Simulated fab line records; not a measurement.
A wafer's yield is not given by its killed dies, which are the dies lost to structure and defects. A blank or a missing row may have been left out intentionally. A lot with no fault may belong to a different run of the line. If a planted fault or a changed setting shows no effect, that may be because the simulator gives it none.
Which tool was responsible? ; flow gf180mcu ; 14 lots with 42 wafers sampled at 2 steps, on a route of 602 steps

== WHAT THE GAUGES READ, wafer by wafer ==
The record holds no reading of a measuring or inspecting step that can be judged against a usual standard deviation.

== WHICH TOOL RAN EACH LOT (tool, then ch and the chambers of the sampled wafers, then the start) ==
lot;GF_M2_COAT_09;GF_M2_STRIP_17
L373;litho track-01 ch 0, day 18 10:59;plasma asher-01 ch 0,1, day 18 23:49
L374;litho track-02 ch 0, day 19 05:08;plasma asher-02 ch 0,1, day 19 18:26
L375;litho track-03 ch 0, day 19 13:38;plasma asher-02 ch 0,1, day 20 02:26
L376;litho track-03 ch 0, day 19 20:19;plasma asher-02 ch 0,1, day 20 08:23
L377;litho track-02 ch 0, day 20 04:55;plasma asher-02 ch 0,1, day 20 17:08
L384;litho track-03 ch 0, day 22 22:36;plasma asher-03 ch 0,1, day 23 10:25
L386;litho track-03 ch 0, day 23 19:00;plasma asher-02 ch 1, day 24 06:23
L388;litho track-01 ch 0, day 24 12:50;plasma asher-02 ch 0, day 25 00:28
L389;litho track-01 ch 0, day 24 14:20;plasma asher-02 ch 0,1, day 25 01:44
L390;litho track-02 ch 0, day 24 20:01;plasma asher-01 ch 0,1, day 25 07:05
L391;litho track-01 ch 0, day 25 01:06;plasma asher-02 ch 0,1, day 25 11:47
L394;litho track-03 ch 0, day 26 03:05;plasma asher-01 ch 0,1, day 26 14:29
L395;litho track-01 ch 0, day 26 10:09;plasma asher-03 ch 0,1, day 27 00:16
L396;litho track-02 ch 0, day 26 19:34;plasma asher-01 ch 0,1, day 27 05:38
- GF_M2_COAT_09: resist thk 1000 nm.
- GF_M2_STRIP_17: strips in O2/N2.

== WHAT THE TOOLS THEMSELVES READ (means of the sampled wafers that have a number; where no wafer has one, the mark that the record gives instead) ==
GF_M2_STRIP_17. Usual: drypump motor current A 5.7 A, standard deviation 0.33; heater power w 338 W, standard deviation 28; oes product au 0.537 a.u., standard deviation 0.0053; strip time to endpoint s 7.37 s, standard deviation 0.063.
lot;tool;drypump motor current A (A);heater power w (W);oes product au (a.u.);strip time to endpoint s (s);flag
L373;plasma asher-01;5.5;348;0.536;7.37;
L374;plasma asher-02;6.0;352;0.536;7.38;
L375;plasma asher-02;6.0;338;0.531;7.29;
L376;plasma asher-02;6.0;338;0.532;7.23;
L377;plasma asher-02;6.0;346;0.534;7.35;
L384;plasma asher-03;5.1;317;0.554;7.82;OFF
L386;plasma asher-02;6.0;369;0.554;7.77;OFF
L388;plasma asher-02;5.9;328;0.539;7.38;
L389;plasma asher-02;6.0;345;0.539;7.43;
L390;plasma asher-01;5.5;320;0.541;7.39;
L391;plasma asher-02;6.0;346;0.541;7.42;
L394;plasma asher-01;5.5;322;0.533;7.35;
L395;plasma asher-03;5.2;328;0.542;7.45;
L396;plasma asher-01;5.5;351;0.536;7.41;

== THE ANSWER, worked out from the rows above alone ==
Rule: lot off if the mean of its wafers having a number is beyond 3 standard deviations from the usual mean. A lot without any number at a reading at which 4 lots or more have one is off too. Where the step has rows for the other lots, those lots are counted as sound. First the gauges in route order, then the tools' own readings, where a lot's mean is used as printed above. The first step at which some lot is off is used, and at that step the reading that is off furthest; a lot without a number counts as furthest.
Off: L384, L386 (GF_M2_STRIP_17, strip time to endpoint s).
If a tool, at that step or one of the process steps before it, ran each lot that is off and ran no sound lot following the first of them, it fits. Not one of the candidates tried fits.

== WHAT WAS PUT IN BY THE SIMULATOR ==
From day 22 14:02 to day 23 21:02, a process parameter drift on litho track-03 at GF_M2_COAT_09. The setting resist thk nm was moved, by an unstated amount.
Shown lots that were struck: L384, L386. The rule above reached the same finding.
